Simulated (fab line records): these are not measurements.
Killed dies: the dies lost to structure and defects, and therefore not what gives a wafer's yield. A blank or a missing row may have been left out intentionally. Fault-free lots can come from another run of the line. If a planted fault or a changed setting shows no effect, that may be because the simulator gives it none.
fab line records	flow sky130
record: lots: 12	wafers: 36	lastDay: 50
route steps=708 shown FIELD_ISO@17 NWELL@60 SONOS_ONO@169
lots untouched by any fault: they come from a run of this same line in which no faults occurred
startH: start of the lot's first displayed wafer, in hours after the record's first day	waitH: how many hours have passed since the lot's step before this one	" repeats the value in the row above	L1.1+2: a row that stands for several wafers	- value missing, or start not given	* or withheld: withheld	< > ~ a bound
route shown NAME@n: a module of which the file shows steps, and the number in the route of the first	usual: mean/standard deviation taken from wafers without a fault	same: alike in all rows	chamber/n: place in a boat	sites: each site's reading	_std_site: the standard deviation of these	_edge_site: inner sites' mean taken away from outer sites' mean	radiusMm: for every site, how far away it sits from the centre of the wafer	mask NAME#n: copy n	behind: the most recent tool/chamber to have shaped the wafer	hold: reason for holding the lot/hours on hold/outcome of the hold	device: the transistor (n, p or np) that didn't switch	end of line: the route-end tests of the same wafers	a step with no rows: only its recipe	killed: dies that structure and defects cost at the first sort, which is not the same as the wafer's yield	map: a wafer's dies, x killed, . not, _ none there
set.NAME: setting as actually run; set.NAME@STEP: the setting as run at that earlier step	model.NAME: the simulator's own value behind a step, which no gauge read
a sample of lots followed through the steps of the route, with each step as a table and each wafer as a row
services: when a tool's chamber went out of use (startH, in hours from the record's first day, below 0 if earlier), for how many hours, and the reason
== steps ==
step: SKY_FIELD_ISO_STRIP_16
recipe: chemistry: O2/N2	powerW: 1400	pressureMtorr: 1500	platenTempC: withheld	o2FlowSccm: 3000	n2FlowSccm: 300	overashFraction: 0.5
usual: drypumpMotorCurrentA: 5.9/0.41	oesProductAu: 0.375/0.0047	stripTimeToEndpointS: 3.497/0.026
lot.wafer	tool	chamber	startH	waitH	drypumpMotorCurrentA	oesProductAu	rfHoursCounterH	stripTimeToEndpointS
L904.1	plasmaAsher-02	0	44.11	0.0	5.2	0.371	38	3.467
L904.3	"	0	"	"	5.2	0.367	-	3.520
L904.4	"	1	"	"	6.1	0.380	-	3.498
L905.2	plasmaAsher-02	1	51.31	0.0	6.1	0.367	39	3.512
L905.3	"	1	"	"	6.1	0.372	-	3.501
L905.4	"	0	"	"	5.2	0.374	-	3.512
L906.3	plasmaAsher-03	0	56.36	0.1	5.6	0.366	-	3.509
L906.4	"	1	"	"	5.7	0.374	-	3.469
L906.6	"	0	"	"	5.7	0.378	-	3.479
L907.1	plasmaAsher-02	0	60.83	0.0	5.3	0.368	39	3.502
L907.3	"	1	"	"	6.1	0.377	-	3.479
L907.6	"	1	"	"	6.1	0.372	-	3.479
L908.3	plasmaAsher-03	1	66.96	0.1	5.6	0.370	-	3.477
L908.4	"	0	"	"	5.7	0.384	-	3.496
L908.6	"	0	"	"	5.7	0.379	-	3.491
L909.4	plasmaAsher-03	1	70.89	0.1	5.7	0.383	-	3.515
L909.5	"	1	"	"	5.7	0.371	-	3.540
L909.6	"	0	"	"	5.7	0.373	-	3.520
L916.2	plasmaAsher-03	0	107.66	0.0	5.7	0.380	26	3.505
L916.3	"	1	"	"	5.7	0.378	-	3.522
L916.5	"	1	"	"	5.7	0.380	-	3.505
L918.1	plasmaAsher-01	0	116.93	0.0	6.5	0.378	42	3.529
L918.3	"	1	"	"	6.0	0.373	-	3.505
L918.6	"	0	"	"	6.5	0.365	-	3.474
L921.1	plasmaAsher-02	0	135.08	0.0	5.2	0.370	48	3.463
L921.4	"	1	"	"	6.1	0.378	-	3.469
L921.6	"	1	"	"	6.1	0.367	-	3.464
L922.2	plasmaAsher-02	1	140.16	0.0	6.1	0.379	49	3.472
L922.5	"	1	"	"	6.1	0.379	-	3.471
L922.6	"	0	"	"	5.2	0.379	-	3.453
L923.1	plasmaAsher-01	1	145.26	0.0	6.0	0.373	46	3.472
L923.3	"	0	"	"	6.5	0.378	-	3.492
L923.4	"	1	"	"	6.0	0.380	-	3.453
L924.2	plasmaAsher-01	0	147.91	0.0	6.5	0.375	46	3.468
L924.4	"	1	"	"	6.0	0.375	-	3.491
L924.5	"	1	"	"	6.0	0.369	-	3.465
step: SKY_NWELL_EXPOSE_07
recipe: maskId: NWM	na: 0.6	sourceShape: conventional	sigmaOuter: 0.6	polarization: unpolarized	targetCdNm: 840	doseMj: 255
lot.wafer	tool	chamber	startH	waitH	mask
L904.1+3+4	ilineStepper-02	0	92.87	-	NWM#0
L905.2+3+4	ilineStepper-02	0	98.41	-	NWM#0
L906.3+4+6	ilineStepper-02	0	104.38	-	NWM#0
L907.1+3+6	ilineStepper-02	0	110.92	-	NWM_COMPLEMENT#0
L908.3+4+6	ilineStepper-02	0	120.41	-	NWM#0
L909.4+5+6	ilineStepper-02	0	122.83	-	NWM#0
L916.2+3+5	ilineStepper-02	0	162.36	-	NWM#0
L918.1+3+6	ilineStepper-01	0	173.70	-	NWM#0
L921.1+4+6	ilineStepper-02	0	192.40	-	NWM#0
L922.2+5+6	ilineStepper-02	0	198.06	-	NWM#0
L924.2+4+5	ilineStepper-01	0	209.42	-	NWM#0
L923.1+3+4	ilineStepper-02	0	210.05	-	NWM#0
step: SKY_NWELL_OVL_MEAS_10
usual: NWELL_00_OVL: -1.0/1.5
lot.wafer	tool	chamber	startH	waitH	NWELL_00_OVL[nm]
L904.1	overlay-01	-	101.14	-	-1.6
L904.3	"	-	"	"	-1.2
L904.4	"	-	"	"	0.5
L905.2	overlay-01	-	107.08	-	-0.6
L905.3	"	-	"	"	-0.7
L905.4	"	-	"	"	-1.7
L906.3	overlay-01	-	112.85	-	-1.9
L906.4	"	-	"	"	-1.0
L906.6	"	-	"	"	-0.4
L907.1	overlay-02	-	119.57	-	-
L907.3	"	-	"	"	-
L907.6	"	-	"	"	-
L908.3	overlay-02	-	129.43	-	-0.6
L908.4	"	-	"	"	-1.0
L908.6	"	-	"	"	-1.4
L909.4	overlay-01	-	132.29	-	-2.3
L909.5	"	-	"	"	-3.4
L909.6	"	-	"	"	-2.2
L916.2	overlay-01	-	172.33	-	-0.3
L916.3	"	-	"	"	0.1
L916.5	"	-	"	"	-0.4
L918.1	overlay-01	-	183.97	-	-0.3
L918.3	"	-	"	"	2.2
L918.6	"	-	"	"	1.9
L921.1	overlay-01	-	202.99	-	-0.8
L921.4	"	-	"	"	-1.1
L921.6	"	-	"	"	-2.1
L922.2	overlay-01	-	208.63	-	-1.8
L922.5	"	-	"	"	-2.5
L922.6	"	-	"	"	-2.4
L924.2	overlay-01	-	220.85	-	0.0
L924.4	"	-	"	"	-0.2
L924.5	"	-	"	"	2.5
L923.1	overlay-01	-	221.23	-	-1.9
L923.3	"	-	"	"	-2.7
L923.4	"	-	"	"	-1.0
step: SKY_NWELL_TW_MEAS_15
usual: NWELL_TW: 1844/19
lot.wafer	tool	chamber	startH	waitH	hold	NWELL_TW
L904.1	filmMetro-04	-	101.73	0.1	-	1870
L904.3	"	-	"	"	-	1866
L904.4	"	-	"	"	-	1867
L905.2	filmMetro-04	-	107.67	0.1	-	1865
L905.3	"	-	"	"	-	1869
L905.4	"	-	"	"	-	1857
L906.3	filmMetro-04	-	116.39	0.1	-	1869
L906.4	"	-	"	"	-	1866
L906.6	"	-	"	"	-	1871
L907.1	filmMetro-04	-	120.16	0.1	awaitDispo/0.2h/release	31
L907.3	"	-	"	"	awaitDispo/0.2h/release	31
L907.6	"	-	"	"	awaitDispo/0.2h/release	31
L907.1	filmMetro-04	-	120.38	0.2	-	31
L907.3	"	-	"	"	-	31
L907.6	"	-	"	"	-	31
L908.3	filmMetro-02	-	130.03	0.1	-	1828
L908.4	"	-	"	"	-	1827
L908.6	"	-	"	"	-	1833
L909.4	filmMetro-04	-	132.89	0.1	-	1878
L909.5	"	-	"	"	-	1873
L909.6	"	-	"	"	-	1876
L916.2	filmMetro-01	-	172.92	0.1	-	1837
L916.3	"	-	"	"	-	1847
L916.5	"	-	"	"	-	1831
L918.1	filmMetro-01	-	184.56	0.1	-	1837
L918.3	"	-	"	"	-	1827
L918.6	"	-	"	"	-	1834
L921.1	filmMetro-02	-	203.58	0.1	-	1826
L921.4	"	-	"	"	-	1823
L921.6	"	-	"	"	-	1820
L922.2	filmMetro-01	-	209.22	0.1	-	1840
L922.5	"	-	"	"	-	1836
L922.6	"	-	"	"	-	1840
L924.2	filmMetro-01	-	221.56	0.1	-	1810
L924.4	"	-	"	"	-	1835
L924.5	"	-	"	"	-	1825
L923.1	filmMetro-02	-	222.00	0.1	-	1823
L923.3	"	-	"	"	-	1812
L923.4	"	-	"	"	-	1822
step: SKY_SONOS_ONO_THK_MEAS_01
recipe: reads: SiO2_of_SONOS_ONO_OXIDATION_00
usual: SONOS_ONO_OXIDATION_THK: 2.59/0.055
lot.wafer	tool	chamber	startH	waitH	SONOS_ONO_OXIDATION_THK[nm]
L904.1	filmMetro-01	-	270.72	0.0	2.62
L904.3	"	-	"	"	2.57
L904.4	"	-	"	"	2.60
L905.2	filmMetro-03	-	280.27	0.0	2.54
L905.3	"	-	"	"	2.56
L905.4	"	-	"	"	2.65
L906.3	filmMetro-03	-	294.78	0.0	2.48
L906.4	"	-	"	"	2.62
L906.6	"	-	"	"	2.58
L908.3	filmMetro-01	-	310.69	0.0	2.64
L908.4	"	-	"	"	2.64
L908.6	"	-	"	"	2.64
L909.4	filmMetro-01	-	316.06	0.0	2.57
L909.5	"	-	"	"	2.57
L909.6	"	-	"	"	2.65
L916.2	filmMetro-03	-	372.82	0.0	2.61
L916.3	"	-	"	"	2.63
L916.5	"	-	"	"	2.59
L918.1	filmMetro-01	-	388.29	0.0	2.69
L918.3	"	-	"	"	2.66
L918.6	"	-	"	"	2.58
L921.1	filmMetro-03	-	414.06	0.0	2.56
L921.4	"	-	"	"	2.55
L921.6	"	-	"	"	2.57
L922.2	filmMetro-03	-	421.12	0.0	2.58
L922.5	"	-	"	"	2.60
L922.6	"	-	"	"	2.56
L924.2	filmMetro-03	-	439.01	0.0	2.55
L924.4	"	-	"	"	2.61
L924.5	"	-	"	"	2.69
L923.1	filmMetro-01	-	441.97	0.0	2.46
L923.3	"	-	"	"	2.49
L923.4	"	-	"	"	2.49
step: SKY_SONOS_ONO_THK_MEAS_03
recipe: reads: Si3N4_of_SONOS_ONO_CVD_02
usual: SONOS_ONO_CVD_02_THK: 10.46/0.14
lot.wafer	tool	chamber	startH	waitH	SONOS_ONO_CVD_02_THK[nm]
L904.1	filmMetro-03	-	272.97	0.0	10.51
L904.3	"	-	"	"	10.34
L904.4	"	-	"	"	10.44
L905.2	filmMetro-03	-	281.38	0.0	10.53
L905.3	"	-	"	"	10.24
L905.4	"	-	"	"	10.43
L906.3	filmMetro-02	-	296.33	0.0	10.45
L906.4	"	-	"	"	10.40
L906.6	"	-	"	"	10.29
L908.3	filmMetro-02	-	312.45	0.0	10.62
L908.4	"	-	"	"	10.61
L908.6	"	-	"	"	10.55
L909.4	filmMetro-01	-	317.17	0.0	10.34
L909.5	"	-	"	"	10.33
L909.6	"	-	"	"	10.45
L916.2	filmMetro-01	-	374.48	0.0	10.56
L916.3	"	-	"	"	10.48
L916.5	"	-	"	"	10.45
L918.1	filmMetro-03	-	389.83	0.0	10.74
L918.3	"	-	"	"	10.62
L918.6	"	-	"	"	10.69
L921.1	filmMetro-03	-	415.93	0.0	10.13
L921.4	"	-	"	"	10.20
L921.6	"	-	"	"	10.29
L922.2	filmMetro-03	-	424.12	0.0	10.34
L922.5	"	-	"	"	10.39
L922.6	"	-	"	"	10.44
L924.2	filmMetro-01	-	440.12	0.0	10.48
L924.4	"	-	"	"	10.45
L924.5	"	-	"	"	10.24
L923.1	filmMetro-03	-	443.08	0.0	10.50
L923.3	"	-	"	"	10.48
L923.4	"	-	"	"	10.47
== services ==
tool	chamber	startH	hours	kind
plasmaAsher-02	-	27.48	2.8	pm
plasmaAsher-02	-	69.87	3.5	repair
ilineStepper-01	-	70.24	1.7	pm
ilineStepper-02	0	70.60	-	calibration
ilineStepper-01	-	75.84	1.8	repair
plasmaAsher-03	-	77.84	21.3	repair
plasmaAsher-01	-	86.72	2.8	pm
plasmaAsher-02	-	110.65	5.4	repair
ilineStepper-02	-	111.80	4.6	repair
plasmaAsher-03	-	112.16	11.3	repair
plasmaAsher-03	-	128.24	2.5	repair
plasmaAsher-03	-	138.45	2.4	repair
ilineStepper-02	-	173.69	1.7	pm
== key ==
firstSign: step: SKY_NWELL_EXPOSE_07	reading: mask	direction: changed
effect: step: SKY_NWELL_OVL_MEAS_10	reading: NWELL_00_OVL	direction: missing
effect: step: SKY_NWELL_TW_MEAS_15	reading: visit	direction: added
effect: step: SKY_NWELL_TW_MEAS_15	reading: NWELL_TW	direction: down	sigmas: 93	usual: 1844	struck: 31
metAt SKY_NWELL_EXPOSE_07
struckLots L907
scrappedBehind SKY_NWELL_TW_MEAS_15 L907.1,L907.3,L907.6
notActingAt SKY_FIELD_ISO_STRIP_16,SKY_SONOS_ONO_THK_MEAS_01,SKY_SONOS_ONO_THK_MEAS_03
onsetBetween 104.38 110.92
fault: kind: wrongMask	tool: any	chamber: -	onsetH: 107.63	steps: SKY_NWELL_EXPOSE_07	auxCopy: NWM_COMPLEMENT#0	scope: struckLotsOnly
